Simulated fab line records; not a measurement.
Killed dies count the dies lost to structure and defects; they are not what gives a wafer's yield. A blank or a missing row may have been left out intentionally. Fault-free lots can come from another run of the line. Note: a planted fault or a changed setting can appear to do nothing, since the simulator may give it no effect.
fab line records	flow sky130
record lots=13	wafers=39	last_day=50
route steps=708 shown POLY_CUT@315 SD_P@326 PAD_OPEN@708
lots that met no fault: taken from a fault-free run of the same line
start_h: start of the lot's first displayed wafer, in hours after the record's first day	wait_h: hours since the lot's step before	" repeats the value in the row above	L1.1+2: one row covering several wafers at once	- no value, or no start was given	* or withheld: withheld	< > ~ a bound
route shown NAME@n: names a module that has steps shown in the file, with the first one's number in the route	usual: mean/standard deviation of fault-free wafers	same: alike in all rows	chamber/n: place in a boat	sites: readings site by site	_std_site: standard deviation of those values	_edge_site: the outer-site mean with the inner-site mean subtracted	radius_mm: for every site, how far away it sits from the centre of the wafer	mask NAME#n: copy n	behind: the most recent tool/chamber to have shaped the wafer	hold: reason for holding the lot/hours on hold/outcome of the hold	device: the transistor (n, p or np) that didn't switch	end of line: tests of these same wafers at the route's end	a step given without rows: its recipe and nothing more	killed: dies lost to structure and defects at the first sort, not the wafer's yield	map: the dies of a wafer, with x for killed, . for not killed, _ for no die there
set.NAME: the setting as run; set.NAME@STEP: as run at that earlier step	model.NAME: the simulator's own value behind a step, which no gauge read
a sample of lots followed through the steps of the route, with each step as a table and each wafer as a row
services: a tool's chamber out of use, with start hour (start_h, from the record's first day; less than 0 if before it), hours out, and reason
## steps
# step SKY_POLY_CUT_CD_MEAS_08
# recipe target_cd_nm=270
# usual cd_nm=270.0/1.4
lot.wafer	tool	chamber	start_h	wait_h	cd_nm
L799.1	cd_sem-01	-	551.43	-	271.3
L799.2	"	-	"	"	272.7
L799.6	"	-	"	"	271.8
L801.1	cd_sem-02	-	577.49	-	270.5
L801.4	"	-	"	"	269.7
L801.5	"	-	"	"	270.4
L802.1	cd_sem-01	-	591.89	-	270.6
L802.2	"	-	"	"	270.6
L802.3	"	-	"	"	269.5
L803.2	cd_sem-02	-	601.82	-	269.4
L803.5	"	-	"	"	269.0
L803.6	"	-	"	"	269.4
L805.1	cd_sem-02	-	616.07	-	270.8
L805.2	"	-	"	"	272.3
L805.4	"	-	"	"	272.3
L807.1	cd_sem-01	-	635.24	-	271.0
L807.2	"	-	"	"	270.9
L807.4	"	-	"	"	270.8
L808.3	cd_sem-01	-	647.09	-	270.0
L808.5	"	-	"	"	270.1
L808.6	"	-	"	"	270.6
L813.2	cd_sem-01	-	676.34	-	269.9
L813.4	"	-	"	"	271.2
L813.5	"	-	"	"	270.6
L816.1	cd_sem-02	-	697.24	-	270.4
L816.3	"	-	"	"	272.2
L816.5	"	-	"	"	271.4
L817.3	cd_sem-01	-	703.49	-	270.1
L817.4	"	-	"	"	269.6
L817.5	"	-	"	"	269.1
L818.1	cd_sem-01	-	726.55	-	271.4
L818.2	"	-	"	"	271.5
L818.5	"	-	"	"	270.9
L819.1	cd_sem-02	-	738.60	-	269.8
L819.2	"	-	"	"	269.4
L819.3	"	-	"	"	269.7
L820.3	cd_sem-01	-	755.64	-	268.2
L820.5	"	-	"	"	266.4
L820.6	"	-	"	"	266.9
# step SKY_POLY_CUT_OVL_MEAS_09
# usual POLY_CUT_OVL=0/5.5
lot.wafer	tool	chamber	start_h	wait_h	POLY_CUT_OVL[nm]
L799.1	overlay-01	-	551.55	0.1	-7
L799.2	"	-	"	"	0
L799.6	"	-	"	"	3
L801.1	overlay-01	-	577.61	0.1	-1
L801.4	"	-	"	"	-3
L801.5	"	-	"	"	5
L802.1	overlay-02	-	592.01	0.1	-6
L802.2	"	-	"	"	5
L802.3	"	-	"	"	2
L803.2	overlay-02	-	601.92	0.1	8
L803.5	"	-	"	"	-3
L803.6	"	-	"	"	12
L805.1	overlay-02	-	616.19	0.1	5
L805.2	"	-	"	"	3
L805.4	"	-	"	"	4
L807.1	overlay-01	-	635.36	0.1	-4
L807.2	"	-	"	"	13
L807.4	"	-	"	"	5
L808.3	overlay-01	-	647.18	0.1	-4
L808.5	"	-	"	"	0
L808.6	"	-	"	"	-9
L813.2	overlay-01	-	676.45	0.1	10
L813.4	"	-	"	"	11
L813.5	"	-	"	"	11
L816.1	overlay-02	-	697.36	0.1	3
L816.3	"	-	"	"	-2
L816.5	"	-	"	"	3
L817.3	overlay-01	-	703.58	0.1	5
L817.4	"	-	"	"	5
L817.5	"	-	"	"	5
L818.1	overlay-02	-	726.67	0.1	9
L818.2	"	-	"	"	3
L818.5	"	-	"	"	3
L819.1	overlay-02	-	738.72	0.1	6
L819.2	"	-	"	"	10
L819.3	"	-	"	"	12
L820.3	overlay-01	-	755.73	0.1	-1
L820.5	"	-	"	"	-6
L820.6	"	-	"	"	4
# step SKY_POLY_CUT_STRIP_12
# recipe chemistry=O2/N2	power_w=1400	pressure_mtorr=1500	platen_temp_c=withheld	o2_flow_sccm=3000	n2_flow_sccm=300	overash_fraction=0.5
# usual drypump_motor_current_A=5.83/0.12	oes_product_au=0.453/0.0044	strip_time_to_endpoint_s=5.364/0.016
lot.wafer	tool	chamber	start_h	wait_h	drypump_motor_current_A	oes_product_au	rf_hours_counter_h	strip_time_to_endpoint_s
L799.1	plasma_asher-04	0	551.67	0.0	5.92	0.447	42	5.322
L799.2	"	1	"	"	5.93	0.446	42	5.338
L799.6	"	0	"	"	5.94	0.449	-	5.352
L801.1	plasma_asher-02	0	577.73	0.0	5.69	0.453	90	5.371
L801.4	"	0	"	"	5.70	0.456	-	5.386
L801.5	"	0	"	"	5.70	0.452	-	5.384
L802.1	plasma_asher-04	0	592.13	0.0	5.93	0.456	46	5.353
L802.2	"	1	"	"	5.94	0.454	46	5.360
L802.3	"	1	"	"	5.92	0.446	-	5.362
L803.2	plasma_asher-04	1	602.04	0.0	5.91	0.460	47	5.344
L803.5	"	0	"	"	5.92	0.450	-	5.365
L803.6	"	1	"	"	5.90	0.454	-	5.372
L805.1	plasma_asher-04	0	616.31	0.0	5.95	0.453	49	5.360
L805.2	"	1	"	"	5.93	0.458	49	5.362
L805.4	"	1	"	"	5.93	0.449	-	5.366
L807.1	plasma_asher-04	1	635.48	0.0	5.92	0.456	51	5.370
L807.2	"	0	"	"	5.89	0.453	51	5.356
L807.4	"	1	"	"	5.95	0.457	-	5.343
L808.3	plasma_asher-02	0	647.32	0.1	5.67	0.449	-	5.377
L808.5	"	1	"	"	5.91	0.452	-	5.358
L808.6	"	0	"	"	5.66	0.464	-	5.383
L813.2	plasma_asher-04	1	676.56	0.0	5.92	0.455	54	5.385
L813.4	"	1	"	"	5.93	0.453	-	5.373
L813.5	"	1	"	"	5.95	0.452	-	5.375
L816.1	plasma_asher-02	0	697.48	0.0	5.68	0.456	102	5.387
L816.3	"	1	"	"	5.89	0.452	-	5.379
L816.5	"	0	"	"	5.70	0.458	-	5.359
L817.3	plasma_asher-01	0	703.72	0.1	5.59	0.461	-	5.389
L817.4	"	1	"	"	5.76	0.454	-	5.387
L817.5	"	0	"	"	5.60	0.453	-	5.378
L818.1	plasma_asher-04	0	726.79	0.0	5.91	0.451	60	5.358
L818.2	"	1	"	"	5.92	0.456	60	5.367
L818.5	"	1	"	"	5.92	0.453	-	5.359
L819.1	plasma_asher-04	1	738.84	0.0	5.89	0.457	61	5.349
L819.2	"	0	"	"	5.94	0.452	61	5.369
L819.3	"	0	"	"	5.96	0.450	-	5.366
L820.3	plasma_asher-02	0	755.87	0.1	5.68	0.456	-	5.374
L820.5	"	1	"	"	5.88	0.463	-	5.368
L820.6	"	0	"	"	5.68	0.444	-	5.343
# step SKY_SD_P_DEVELOP_06
# recipe resist=NOVOLAK	developer=TMAH	develop_time_s=60	dev_temp_c=23
lot.wafer	tool	chamber	start_h	wait_h
L799.1+2+6	litho_track-01	0	580.55	0.1
L801.1+4+5	litho_track-01	0	606.50	0.1
L802.1+2+3	litho_track-04	0	621.31	0.1
L803.2+5+6	litho_track-03	0	631.25	0.1
L805.1+2+4	litho_track-01	0	644.55	0.1
L807.1+2+4	litho_track-03	0	661.27	0.1
L808.3+5+6	litho_track-03	0	673.12	0.1
L813.2+4+5	litho_track-01	0	702.97	0.1
L816.1+3+5	litho_track-01	0	724.30	0.1
L817.3+4+5	litho_track-03	0	730.62	0.1
L818.1+2+5	litho_track-04	0	753.66	0.1
L819.1+2+3	litho_track-03	0	765.92	0.1
L820.3+5+6	litho_track-01	0	782.20	0.1
# step SKY_SD_P_CD_MEAS_07
# recipe target_cd_nm=380
# usual cd_nm=379.2/2.3
lot.wafer	tool	chamber	start_h	wait_h	cd_nm
L799.1	cd_sem-02	-	580.70	0.1	380.8
L799.2	"	-	"	"	381.2
L799.6	"	-	"	"	380.4
L801.1	cd_sem-02	-	606.65	0.1	377.8
L801.4	"	-	"	"	376.7
L801.5	"	-	"	"	376.9
L802.1	cd_sem-01	-	621.46	0.1	378.2
L802.2	"	-	"	"	379.6
L802.3	"	-	"	"	376.8
L803.2	cd_sem-01	-	633.37	2.1	376.2
L803.5	"	-	"	"	374.9
L803.6	"	-	"	"	377.2
L805.1	cd_sem-01	-	648.13	3.6	382.6
L805.2	"	-	"	"	382.8
L805.4	"	-	"	"	386.1
L807.1	cd_sem-01	-	661.42	0.1	379.8
L807.2	"	-	"	"	380.2
L807.4	"	-	"	"	378.8
L808.3	cd_sem-01	-	673.26	0.1	378.0
L808.5	"	-	"	"	381.3
L808.6	"	-	"	"	378.1
L813.2	cd_sem-02	-	703.12	0.1	380.7
L813.4	"	-	"	"	384.2
L813.5	"	-	"	"	382.2
L816.1	cd_sem-01	-	724.45	0.1	381.0
L816.3	"	-	"	"	381.3
L816.5	"	-	"	"	379.8
L817.3	cd_sem-02	-	730.76	0.1	346.6
L817.4	"	-	"	"	345.1
L817.5	"	-	"	"	346.5
L818.1	cd_sem-02	-	753.81	0.1	379.8
L818.2	"	-	"	"	379.1
L818.5	"	-	"	"	380.6
L819.1	cd_sem-01	-	766.07	0.1	343.0
L819.2	"	-	"	"	344.3
L819.3	"	-	"	"	341.0
L820.3	cd_sem-01	-	782.34	0.1	380.0
L820.5	"	-	"	"	376.8
L820.6	"	-	"	"	377.3
# step SKY_PAD_OPEN_PROBE_99
# usual killed_at_M0_to_M3=43/7.7	killed_at_M4_up=2.9/1.9	killed_at_contacts=24/5.9	killed_at_front_end=16/5.1	killed_at_other=0.3/0.63	killed_dies=86/10	killed_open=47/7.6	killed_short=39/6.8
# same gross_dies=492	killed_at_back_side=0
lot.wafer	tool	chamber	start_h	wait_h	killed_at_M0_to_M3	killed_at_M4_up	killed_at_contacts	killed_at_front_end	killed_at_other	killed_dies	killed_open	killed_short
L799.1	prober-01	-	1072.07	0.1	47	5	27	16	2	97	56	41
L799.2	prober-01	-	1072.12	0.1	47	2	30	27	1	107	61	42
L799.6	prober-01	-	1072.32	0.2	53	2	33	14	0	102	57	45
L801.1	prober-02	-	1085.12	0.1	43	4	19	13	0	79	39	40
L801.4	prober-02	-	1085.27	0.2	39	0	13	15	0	67	40	27
L801.5	prober-02	-	1085.32	0.2	34	2	27	22	0	85	41	44
L802.1	prober-01	-	1101.54	0.1	47	2	25	25	0	99	54	45
L802.2	prober-01	-	1101.59	0.1	66	2	27	9	1	105	57	48
L802.3	prober-01	-	1101.64	0.2	50	2	17	11	0	80	41	39
L803.2	prober-02	-	1103.24	0.1	54	2	22	12	0	90	59	31
L803.5	prober-02	-	1103.39	0.2	50	0	18	16	3	87	48	37
L803.6	prober-02	-	1103.44	0.2	51	3	17	18	0	89	50	38
L805.1	prober-02	-	1114.70	0.1	40	3	28	7	0	78	50	28
L805.2	prober-02	-	1114.75	0.1	28	0	27	20	0	75	36	39
L805.4	prober-02	-	1114.85	0.2	35	3	27	10	0	75	33	42
L807.1	prober-02	-	1125.94	0.1	53	4	26	8	0	91	61	29
L807.2	prober-02	-	1125.99	0.1	58	0	27	9	0	94	48	46
L807.4	prober-02	-	1126.09	0.2	34	6	24	13	0	77	49	27
L808.3	prober-01	-	1134.99	0.2	46	2	21	20	0	89	49	40
L808.5	prober-01	-	1135.09	0.2	44	4	28	6	0	82	45	36
L808.6	prober-01	-	1135.14	0.2	37	3	33	15	0	88	47	40
L813.2	prober-02	-	1155.38	0.1	37	1	37	9	0	84	41	42
L813.4	prober-02	-	1155.48	0.2	35	3	27	14	0	79	38	41
L813.5	prober-02	-	1155.53	0.2	52	1	22	15	0	90	45	45
L816.1	prober-01	-	1168.54	0.1	41	4	24	7	1	77	47	29
L816.3	prober-01	-	1168.64	0.2	51	2	20	19	1	93	49	43
L816.5	prober-01	-	1168.74	0.2	38	8	18	18	1	83	44	39
L817.3	prober-02	-	1171.13	0.2	51	2	20	12	0	85	53	31
L817.4	prober-02	-	1171.18	0.2	40	2	18	24	0	84	44	39
L817.5	prober-02	-	1171.23	0.2	36	3	20	28	0	87	47	39
L818.1	prober-01	-	1183.91	0.1	33	3	27	19	0	82	46	36
L818.2	prober-01	-	1183.96	0.1	42	6	11	14	0	73	41	32
L818.5	prober-01	-	1184.11	0.2	41	4	16	18	0	79	46	33
L819.1	prober-02	-	1194.30	0.1	50	3	21	20	1	95	55	40
L819.2	prober-02	-	1194.35	0.1	47	2	22	16	0	87	47	39
L819.3	prober-02	-	1194.40	0.2	38	2	24	16	0	80	35	45
L820.3	prober-02	-	1203.16	0.2	39	4	19	18	0	80	35	45
L820.5	prober-02	-	1203.26	0.2	33	4	25	23	0	85	38	47
L820.6	prober-02	-	1203.31	0.2	31	3	25	22	0	81	46	35
# killed by level:class
L799.1 CONTACT:geometric_particle:open=13 VIA1:geometric_particle:open=11 VIA3:geometric_particle:open=11 VIA2:geometric_particle:open=7 LI_CONTACT:geometric_particle:open=5 LOCAL_INTERCONNECT:geometric_particle:short=5 METAL4:geometric_particle:short=5 FIELD_ISO:geometric_particle:open=4
L799.2 CONTACT:geometric_particle:open=15 VIA1:geometric_particle:open=13 FIELD_ISO:geometric_particle:short=8 LI_CONTACT:geometric_particle:open=6 CONTACT:geometric_particle:short=6 VIA2:geometric_particle:open=6 METAL1:geometric_particle:short=5 VIA3:geometric_particle:short=5
L799.6 VIA1:geometric_particle:open=13 LOCAL_INTERCONNECT:geometric_particle:short=9 VIA3:geometric_particle:open=8 LI_CONTACT:geometric_particle:open=8 CONTACT:geometric_particle:open=8 CONTACT:geometric_particle:short=7 METAL2:geometric_particle:short=7 VIA2:geometric_particle:open=7
L801.1 VIA1:geometric_particle:open=13 LI_CONTACT:geometric_particle:short=6 FIELD_ISO:geometric_particle:open=5 VIA3:geometric_particle:short=5 CONTACT:geometric_particle:open=5 METAL2:geometric_particle:short=5 CONTACT:geometric_particle:short=4 VIA2:geometric_particle:open=4
L801.4 VIA1:geometric_particle:open=8 VIA3:geometric_particle:open=6 LI_CONTACT:geometric_particle:open=6 FIELD_ISO:geometric_particle:open=5 METAL1:geometric_particle:short=5 METAL2:geometric_particle:short=5 VIA2:geometric_particle:open=4 CONTACT:geometric_particle:open=4
L801.5 FIELD_ISO:geometric_particle:open=9 LI_CONTACT:geometric_particle:open=7 CONTACT:geometric_particle:open=7 METAL2:geometric_particle:short=7 LI_CONTACT:geometric_particle:short=6 METAL1:geometric_particle:short=6 VIA3:geometric_particle:open=6 CONTACT:geometric_particle:short=4
L802.1 VIA3:geometric_particle:open=9 FIELD_ISO:geometric_particle:open=8 VIA1:geometric_particle:open=8 CONTACT:geometric_particle:open=8 POLY_GATE:geometric_particle:short=6 CONTACT:geometric_particle:short=6 VIA2:geometric_particle:open=6 LI_CONTACT:geometric_particle:open=5
L802.2 VIA1:geometric_particle:open=19 VIA2:geometric_particle:open=11 CONTACT:geometric_particle:short=10 CONTACT:geometric_particle:open=8 METAL1:geometric_particle:short=6 VIA3:geometric_particle:open=6 VIA1:geometric_particle:short=5 METAL1:geometric_particle:open=4
L802.3 VIA1:geometric_particle:open=16 VIA3:geometric_particle:open=8 VIA2:geometric_particle:open=7 LOCAL_INTERCONNECT:geometric_particle:short=5 VIA1:geometric_particle:short=5 METAL2:geometric_particle:short=4 CONTACT:geometric_particle:short=4 METAL1:geometric_particle:short=4
L803.2 VIA1:geometric_particle:open=17 CONTACT:geometric_particle:open=12 VIA3:geometric_particle:open=10 LI_CONTACT:geometric_particle:open=6 METAL2:geometric_particle:short=5 VIA2:geometric_particle:open=5 FIELD_ISO:geometric_particle:open=3 METAL1:geometric_particle:short=3
L803.5 VIA3:geometric_particle:open=12 VIA1:geometric_particle:open=10 CONTACT:geometric_particle:short=6 METAL1:geometric_particle:short=6 FIELD_ISO:geometric_particle:short=5 LI_CONTACT:geometric_particle:open=5 CONTACT:geometric_particle:open=5 VIA1:geometric_particle:short=5
L803.6 VIA1:geometric_particle:open=18 VIA2:geometric_particle:open=7 FIELD_ISO:geometric_particle:open=6 LI_CONTACT:geometric_particle:open=6 VIA3:geometric_particle:short=6 VIA1:geometric_particle:short=6 FIELD_ISO:geometric_particle:short=4 CONTACT:geometric_particle:short=4
L805.1 CONTACT:geometric_particle:open=13 VIA1:geometric_particle:open=11 LI_CONTACT:geometric_particle:open=8 METAL1:geometric_particle:short=6 VIA3:geometric_particle:open=6 CONTACT:geometric_particle:short=4 METAL2:geometric_particle:short=4 POLY_GATE:geometric_particle:open=3
L805.2 CONTACT:geometric_particle:short=10 LI_CONTACT:geometric_particle:open=7 VIA1:geometric_particle:open=6 POLY_GATE:geometric_particle:short=5 METAL1:geometric_particle:short=5 FIELD_ISO:geometric_particle:short=4 VIA1:geometric_particle:short=4 CONTACT:geometric_particle:open=4
L805.4 LOCAL_INTERCONNECT:geometric_particle:short=9 CONTACT:geometric_particle:open=9 VIA1:geometric_particle:open=7 VIA3:geometric_particle:open=5 METAL1:geometric_particle:short=5 VIA3:geometric_particle:short=5 METAL2:geometric_particle:short=4 FIELD_ISO:geometric_particle:open=3
L807.1 VIA1:geometric_particle:open=19 CONTACT:geometric_particle:open=13 LI_CONTACT:geometric_particle:open=7 VIA3:geometric_particle:open=7 VIA1:geometric_particle:short=5 VIA2:geometric_particle:short=5 CONTACT:geometric_particle:short=4 METAL1:geometric_particle:open=3
L807.2 CONTACT:geometric_particle:open=13 VIA1:geometric_particle:open=9 METAL2:geometric_particle:short=9 VIA1:geometric_particle:short=8 VIA2:geometric_particle:open=7 LI_CONTACT:geometric_particle:open=6 VIA2:geometric_particle:short=6 VIA3:geometric_particle:open=6
L807.4 VIA1:geometric_particle:open=11 CONTACT:geometric_particle:open=9 VIA3:geometric_particle:open=6 LI_CONTACT:geometric_particle:open=5 VIA2:geometric_particle:open=5 CONTACT:geometric_particle:short=4 METAL4:geometric_particle:short=4 FIELD_ISO:geometric_particle:short=3
L808.3 VIA1:geometric_particle:open=9 CONTACT:geometric_particle:open=8 METAL2:geometric_particle:short=8 VIA3:geometric_particle:short=7 VIA3:geometric_particle:open=7 POLY_GATE:geometric_particle:open=6 VIA2:geometric_particle:open=5 FIELD_ISO:geometric_particle:open=4
L808.5 VIA1:geometric_particle:open=10 LI_CONTACT:geometric_particle:open=7 VIA3:geometric_particle:open=6 CONTACT:geometric_particle:open=6 CONTACT:geometric_particle:short=6 LOCAL_INTERCONNECT:geometric_particle:short=5 VIA2:geometric_particle:open=5 VIA1:geometric_particle:short=4
L808.6 VIA1:geometric_particle:open=11 CONTACT:geometric_particle:open=11 LOCAL_INTERCONNECT:geometric_particle:short=8 LI_CONTACT:geometric_particle:open=7 METAL2:geometric_particle:short=6 POLY_GATE:geometric_particle:open=5 CONTACT:geometric_particle:short=4 VIA2:geometric_particle:open=4
L813.2 CONTACT:geometric_particle:short=10 LI_CONTACT:geometric_particle:open=9 CONTACT:geometric_particle:open=8 VIA1:geometric_particle:open=8 VIA3:geometric_particle:open=6 LOCAL_INTERCONNECT:geometric_particle:short=6 METAL1:geometric_particle:short=5 VIA2:geometric_particle:open=5
L813.4 LI_CONTACT:geometric_particle:open=10 CONTACT:geometric_particle:open=7 METAL2:geometric_particle:short=7 VIA1:geometric_particle:open=6 VIA3:geometric_particle:short=5 FIELD_ISO:geometric_particle:short=4 POLY_GATE:geometric_particle:open=3 LI_CONTACT:geometric_particle:short=3
L813.5 CONTACT:geometric_particle:open=9 VIA1:geometric_particle:open=9 METAL2:geometric_particle:short=8 VIA2:geometric_particle:open=7 METAL1:geometric_particle:short=6 VIA1:geometric_particle:short=6 CONTACT:geometric_particle:short=5 POLY_GATE:geometric_particle:open=4
L816.1 VIA3:geometric_particle:open=14 CONTACT:geometric_particle:open=11 VIA1:geometric_particle:open=9 CONTACT:geometric_particle:short=5 LOCAL_INTERCONNECT:geometric_particle:short=4 VIA2:geometric_particle:open=4 FIELD_ISO:geometric_particle:open=3 VIA1:geometric_particle:short=3
L816.3 VIA3:geometric_particle:open=9 FIELD_ISO:geometric_particle:open=8 LI_CONTACT:geometric_particle:open=8 VIA1:geometric_particle:open=8 VIA1:geometric_particle:short=7 METAL2:geometric_particle:short=6 FIELD_ISO:geometric_particle:short=5 VIA2:geometric_particle:open=5
L816.5 VIA1:geometric_particle:open=10 CONTACT:geometric_particle:open=7 METAL4:geometric_particle:short=7 VIA3:geometric_particle:open=6 FIELD_ISO:geometric_particle:short=4 POLY_GATE:geometric_particle:open=4 LI_CONTACT:geometric_particle:open=4 CONTACT:geometric_particle:short=4
L817.3 VIA1:geometric_particle:open=12 VIA2:geometric_particle:open=10 CONTACT:geometric_particle:open=8 VIA3:geometric_particle:open=7 LI_CONTACT:geometric_particle:open=6 FIELD_ISO:geometric_particle:open=5 METAL1:geometric_particle:short=5 FIELD_ISO:geometric_particle:short=4
L817.4 VIA1:geometric_particle:open=8 VIA2:geometric_particle:open=7 FIELD_ISO:geometric_particle:short=6 FIELD_ISO:geometric_particle:open=6 CONTACT:geometric_particle:open=5 VIA2:geometric_particle:short=5 LI_CONTACT:geometric_particle:open=4 LOCAL_INTERCONNECT:geometric_particle:short=4
L817.5 VIA1:geometric_particle:open=11 FIELD_ISO:geometric_particle:open=8 VIA3:geometric_particle:open=7 FIELD_ISO:geometric_particle:short=6 CONTACT:geometric_particle:short=5 LOCAL_INTERCONNECT:geometric_particle:short=5 CONTACT:geometric_particle:open=5 POLY_GATE:geometric_particle:short=4
L818.1 VIA1:geometric_particle:open=10 CONTACT:geometric_particle:open=9 LI_CONTACT:geometric_particle:open=8 METAL1:geometric_particle:short=6 POLY_GATE:geometric_particle:open=5 CONTACT:geometric_particle:short=5 FIELD_ISO:geometric_particle:open=4 LOCAL_INTERCONNECT:geometric_particle:short=4
L818.2 VIA1:geometric_particle:open=12 FIELD_ISO:geometric_particle:open=6 CONTACT:geometric_particle:open=5 VIA2:geometric_particle:open=5 POLY_GATE:geometric_particle:short=4 METAL1:geometric_particle:short=4 VIA1:geometric_particle:short=4 VIA3:geometric_particle:open=4
L818.5 VIA1:geometric_particle:open=10 CONTACT:geometric_particle:open=7 METAL2:geometric_particle:short=7 VIA2:geometric_particle:open=6 METAL1:geometric_particle:short=6 FIELD_ISO:geometric_particle:short=5 POLY_GATE:geometric_particle:open=4 LI_CONTACT:geometric_particle:open=4
L819.1 VIA1:geometric_particle:open=12 POLY_GATE:geometric_particle:open=8 VIA2:geometric_particle:open=8 METAL2:geometric_particle:short=6 LI_CONTACT:geometric_particle:open=5 VIA3:geometric_particle:open=5 CONTACT:geometric_particle:short=5 POLY_GATE:geometric_particle:short=4
L819.2 VIA1:geometric_particle:open=11 VIA3:geometric_particle:open=6 VIA2:geometric_particle:open=6 LOCAL_INTERCONNECT:geometric_particle:short=5 CONTACT:geometric_particle:open=5 METAL1:geometric_particle:short=5 METAL2:geometric_particle:short=5 FIELD_ISO:geometric_particle:short=4
L819.3 METAL2:geometric_particle:short=10 CONTACT:geometric_particle:open=9 VIA1:geometric_particle:open=8 FIELD_ISO:geometric_particle:short=5 LI_CONTACT:geometric_particle:short=5 FIELD_ISO:geometric_particle:open=4 LI_CONTACT:geometric_particle:open=4 METAL1:geometric_particle:short=4
L820.3 VIA2:geometric_particle:short=6 CONTACT:geometric_particle:open=6 METAL1:geometric_particle:short=6 POLY_GATE:geometric_particle:open=5 VIA3:geometric_particle:open=5 POLY_GATE:geometric_particle:short=4 VIA1:geometric_particle:short=4 VIA1:geometric_particle:open=4
L820.5 CONTACT:geometric_particle:short=8 POLY_GATE:geometric_particle:short=7 CONTACT:geometric_particle:open=7 LI_CONTACT:geometric_particle:open=6 VIA2:geometric_particle:open=6 FIELD_ISO:geometric_particle:short=5 METAL1:geometric_particle:short=5 VIA1:geometric_particle:short=5
L820.6 VIA1:geometric_particle:open=8 FIELD_ISO:geometric_particle:short=7 LI_CONTACT:geometric_particle:open=7 POLY_GATE:geometric_particle:open=6 VIA2:geometric_particle:open=6 VIA3:geometric_particle:open=6 LI_CONTACT:geometric_particle:short=5 CONTACT:geometric_particle:open=4
## services
tool	chamber	start_h	hours	kind
plasma_asher-04	-	538.11	0.7	repair
plasma_asher-02	-	553.83	4.9	pm
plasma_asher-04	-	567.41	3.6	repair
plasma_asher-02	-	589.34	9.6	repair
plasma_asher-01	-	601.80	28.1	pm
plasma_asher-04	-	673.12	2.3	repair
plasma_asher-02	-	733.75	9.0	pm
plasma_asher-02	0	733.75	9.0	vent_cycle
plasma_asher-02	1	733.75	9.0	vent_cycle
plasma_asher-02	0	742.75	-	clean
plasma_asher-02	1	742.75	-	clean
plasma_asher-04	-	771.42	4.5	repair
## key
first_sign step=SKY_SD_P_CD_MEAS_07	reading=cd_nm	direction=down	sigmas=15	usual=379.2	struck=344.4
effect none on later readings
met_at SKY_SD_P_DEVELOP_06
struck_lots L817,L819
tester_left_out L817,L819
not_acting_at SKY_POLY_CUT_CD_MEAS_08,SKY_POLY_CUT_OVL_MEAS_09,SKY_POLY_CUT_STRIP_12
onset_between 673.12 730.62
fault kind=process_parameter_drift	tool=litho_track-03	chamber=-	onset_h=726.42	steps=SKY_SD_P_DEVELOP_06	channel=develop_time_s	offset=*	shape=step	end_h=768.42	acts_in=*	stated=*
# tester_left_out: of these lots the tester's yield and bins aren't shown, on N5 and GAA mostly nor the transistor test; their killed dies are dies lost to structure and defects alone, not to doping, threshold or leakage, so they don't give the yield
